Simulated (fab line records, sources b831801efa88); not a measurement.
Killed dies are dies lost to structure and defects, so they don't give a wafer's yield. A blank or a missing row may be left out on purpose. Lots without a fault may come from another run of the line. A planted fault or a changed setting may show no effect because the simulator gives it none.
Which tool did it? | flow sky130 | 15 lots, 45 wafers sampled, at 2 steps of a route of 708

WHAT THE GAUGES READ, wafer by wafer
SKY_METAL3_OVL_MEAS_14.
lot  | measured     | on         | METAL3_OVL (nm)
L678 | day 38 01:24 | overlay-02 | 7 7 6
L679 | day 38 05:04 | overlay-02 | 16 17 14
L680 | day 39 05:07 | overlay-01 | 1 10 7
L681 | day 39 17:55 | overlay-01 | 9 3 7
L683 | day 41 02:04 | overlay-02 | 3 4 1
L687 | day 41 18:09 | overlay-01 | 18 10 12
L688 | day 41 18:22 | overlay-02 | -1 -1 3
L689 | day 41 19:19 | overlay-02 | 5 3 -1
L690 | day 42 21:22 | overlay-01 | 3 -1 1
L694 | day 43 15:12 | overlay-01 | -3 -1 7
L693 | day 43 15:58 | overlay-02 | 2 2 7
L695 | day 44 05:36 | overlay-01 | 0 -4 1
L700 | day 44 17:34 | overlay-02 | 0 4 3
L699 | day 44 21:58 | overlay-02 | 12 7 10
L701 | day 45 03:10 | overlay-01 | 9 18 22

SKY_VIA3_THK_MEAS_01.
lot  | measured     | on            | VIA3_HDPCVD_THK (nm)
L678 | day 38 02:34 | film_metro-02 | 1637 1631 1617
L679 | day 38 06:11 | film_metro-01 | 1635 1646 1648
L680 | day 39 06:23 | film_metro-01 | 1658 1629 1665
L681 | day 39 19:14 | film_metro-03 | 1631 1644 1648
L683 | day 41 03:17 | film_metro-03 | 1622 1629 1647
L687 | day 41 19:17 | film_metro-01 | 1632 1631 1663
L688 | day 41 19:29 | film_metro-03 | 1627 1628 1621
L689 | day 41 20:30 | film_metro-01 | 1652 1627 1643
L690 | day 42 22:33 | film_metro-03 | 1630 1620 1616
L694 | day 43 16:22 | film_metro-02 | 1664 1647 1652
L693 | day 43 17:13 | film_metro-03 | 1661 1648 1619
L695 | day 44 07:18 | film_metro-01 | 1644 1659 1643
L700 | day 44 18:59 | film_metro-03 | 1640 1637 1634
L699 | day 44 23:18 | film_metro-01 | 1626 1617 1632
L701 | day 45 04:48 | film_metro-03 | 1616 1615 1621

WHICH TOOL RAN EACH LOT (tool, then ch and the chambers of the sampled wafers, then the start)
The record holds no process step before these readings.

WHAT THE TOOLS THEMSELVES READ (means of the sampled wafers that have a number; where no wafer has one, the mark that the record gives instead)
The record holds no such reading with a usual standard deviation.

THE ANSWER, worked out from the rows above alone
Rule: what is usual is taken from the lots themselves. Put in order of their means at a reading, lots are off if they are a third of the lots or fewer, leave a main group of 4 or more, and stand apart from it by a gap of 3 or more times the standard deviation of the main group's means; of several such gaps the widest counts. A main group whose means are all the same, to the digits that the tables above print for the reading, isn't used. A lot without any number at a reading at which 4 lots or more have one is off too. The other lots that the step has rows for count as sound. The gauges are gone through in route order, then the tools' own readings, and for those a lot's mean is taken as printed above. The first step at which some lot is off is used, and at that step the reading that is off furthest; a lot without a number counts as furthest.
No lot is off at any reading shown: from this, nothing can be told.

WHAT THE SIMULATOR HAD PUT IN
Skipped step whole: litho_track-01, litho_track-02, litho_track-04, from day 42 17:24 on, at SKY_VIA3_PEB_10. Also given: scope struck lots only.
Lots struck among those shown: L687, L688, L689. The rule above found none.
